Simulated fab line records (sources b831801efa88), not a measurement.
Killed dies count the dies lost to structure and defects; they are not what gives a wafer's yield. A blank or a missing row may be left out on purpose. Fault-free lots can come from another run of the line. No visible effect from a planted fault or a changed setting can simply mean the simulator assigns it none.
A lot that was struck, set against a sound lot	flow sky130	14 out of 708 route steps
Sound: these wafers, L222.2, L222.4, L222.6. The struck wafers were L231.4, L231.5, L231.6. The cause comes at the end.
At each step with rows: each side's tool, then ch and its chambers, then its first start. Under that, the readings that differ: sound wafers	struck wafers	difference of the means	sigmas: that difference in standard deviations of wafers without a fault.
alike: same words and numbers on both sides, and readings whose means sit less than 2 such deviations apart. not compared: any withheld reading, any reading some wafer has no value for, any bound like >300 that may hide the same value, and any number with overlapping values for which the record gives no deviation.
The two part at a step that has a row with sigmas, a row that says differs or no value, or rows on one side only. When numbers do not overlap yet have no deviation, they are printed without sigmas and do not part them. A reading that every wafer of one side lacks parts them only if that side has two wafers or more.

SKY_METAL5_SPUTTER_01: material TiN, target thk 20 nm, time 16.7 s.
  sound on pvdSputter-04, day 42 21:08; struck on pvdSputter-01, day 45 14:05
  alike: throttleValvePct
SKY_METAL5_SPUTTER_02: material AlCu, target thk 1150 nm, time 61.2 s.
  sound on pvdSputter-04, day 42 21:10; struck on pvdSputter-01, day 45 14:07
  alike: throttleValvePct
SKY_METAL5_SPUTTER_03: material Ti, target thk 5 nm, time 3.3 s.
  sound on pvdSputter-04, day 42 21:13; struck on pvdSputter-01, day 45 14:10
  alike: throttleValvePct
SKY_METAL5_SPUTTER_04: material TiN, target thk 70 nm, time 58.3 s.
  sound on pvdSputter-04, day 42 21:14; struck on pvdSputter-01, day 45 14:11
  alike: throttleValvePct
SKY_METAL5_RS_MEAS_05: the measuring method here is four-point-probe.
  sound on filmMetro-03, day 42 21:18; struck on filmMetro-04, day 45 14:17
  alike: METAL5_ALCU_RS
SKY_METAL5_THK_MEAS_06: measures by xrf.
  sound on filmMetro-03, day 42 21:25; struck on filmMetro-04, day 45 14:23
  alike: METAL5_ALCU_THK
then, 6 steps without rows for these wafers: SKY_METAL5_DEHYDRATE_07 (time 60 s); SKY_METAL5_HMDS_08 (prime time 60 s); SKY_METAL5_COAT_09 (resist thk 1800 nm); SKY_METAL5_SOFTBAKE_10 (time 60 s); SKY_METAL5_EXPOSE_11 (exposes mask MM5, target cd 1600 nm); SKY_METAL5_PEB_12.
SKY_METAL5_DEVELOP_13: develop time 60 s.
  struck on lithoTrack-01, day 46 10:24; sound on lithoTrack-01 ch 0, day 43 19:57
  no value came back on the struck wafers for chillPlateTempC (C), developTimeS (s), developerTempC (C); on the sound wafers chillPlateTempC (C) reads 22.77 22.94 22.94
SKY_METAL5_DESCUM_14: chemistry O2, time 11 s.
  sound on rieMetal-01 ch 1, day 43 20:04; struck on rieMetal-01 ch 0,1, day 46 10:29
  alike: drypumpMotorCurrentA, heBacksideLeakSccm, oesProductAu
  not compared: rfHoursCounterH

== WHERE THEY PART ==
Within this record, at SKY_METAL5_DEVELOP_13 only. Later steps at which nothing parts them and some readings are alike: SKY_METAL5_DESCUM_14.

WHY: whatever the simulator had introduced
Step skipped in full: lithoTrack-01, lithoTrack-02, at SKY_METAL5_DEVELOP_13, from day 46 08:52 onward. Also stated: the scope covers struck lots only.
